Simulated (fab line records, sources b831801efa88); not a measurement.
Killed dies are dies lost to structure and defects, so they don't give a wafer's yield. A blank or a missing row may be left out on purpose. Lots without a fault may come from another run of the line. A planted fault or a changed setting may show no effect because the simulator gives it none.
A struck lot beside a sound one | flow gf180mcu | 14 steps out of a route of 602
Sound: wafers L139.2, L139.3, L139.5. Struck: wafers L142.3, L142.4, L142.5. The cause comes at the end.
At each step with rows: each side's tool, then ch and its chambers, then its first start. Under that, the readings that differ: sound wafers | struck wafers | difference of the means | sigmas: that difference in standard deviations of wafers without a fault.
alike: readings whose means differ by less than 2 such deviations, and words and numbers that are the same on both sides. not compared: withheld readings, readings that some wafer has no value for, bounds like >300 that may hide the same value, and numbers for which the record gives no deviation and whose values overlap.
The two part at a step that has a row with sigmas, a row that says differs or no value, or rows on one side only. Numbers that don't overlap but have no deviation are shown without sigmas and don't part them. A reading that every wafer of one side lacks parts them only if that side has two wafers or more.

first, 1 step without rows for these wafers: GF_V4_CVD_00 (deposits SiO2, target thk 600 nm, time 100 s).
GF_V4_THK_MEAS_01:
  sound on film_metro-04, day 26 15:43; struck on film_metro-03, day 27 17:05
  alike: V4_CVD_00_THK
GF_V4_CVD_02: deposits SiO2 from TEOS, target thk 850 nm, time 94.851 s.
  sound on pecvd-04 ch 0,1, day 26 15:46; struck on pecvd-03 ch 1,2, day 27 17:08
  alike: heater_power_w
GF_V4_THK_MEAS_03:
  sound on film_metro-02, day 26 15:51; struck on film_metro-04, day 27 17:13
  alike: V4_CVD_02_THK
GF_V4_CMP_04: polishes SiO2.
  sound on cmp-01 ch 0,1,3, day 26 16:00; struck on cmp-01 ch 1,3, day 27 17:19
  alike: motor_current_A, platen_rpm, time_to_endpoint_s
GF_V4_BOW_MEAS_05:
  sound on film_metro-02, day 26 16:13; struck on film_metro-02, day 27 17:36
  alike: V4_BOW
then, 6 steps without rows for these wafers: GF_V4_DEHYDRATE_06 (time 60 s); GF_V4_HMDS_07 (prime time 60 s); GF_V4_COAT_08; GF_V4_COAT_09 (resist thk 1000 nm); GF_V4_SOFTBAKE_10 (time 60 s); GF_V4_EXPOSE_11 (exposes mask Via4, target cd 260 nm).
GF_V4_PEB_12: peb time 90 s.
  sound on litho_track-01 ch 0, day 27 12:06; struck on litho_track-01, day 28 13:02
  no value came back on the struck wafers for chill_plate_temp_C (C), exhaust_pa (Pa), resist_line_temp_C (C); on the sound wafers chill_plate_temp_C (C) reads 23.08 22.88 22.93
then, 1 step without rows for these wafers: GF_V4_DEVELOP_13 (develop time 60 s).

WHERE THEY PART
Only at GF_V4_PEB_12, within this record.

WHY: what the simulator had put in
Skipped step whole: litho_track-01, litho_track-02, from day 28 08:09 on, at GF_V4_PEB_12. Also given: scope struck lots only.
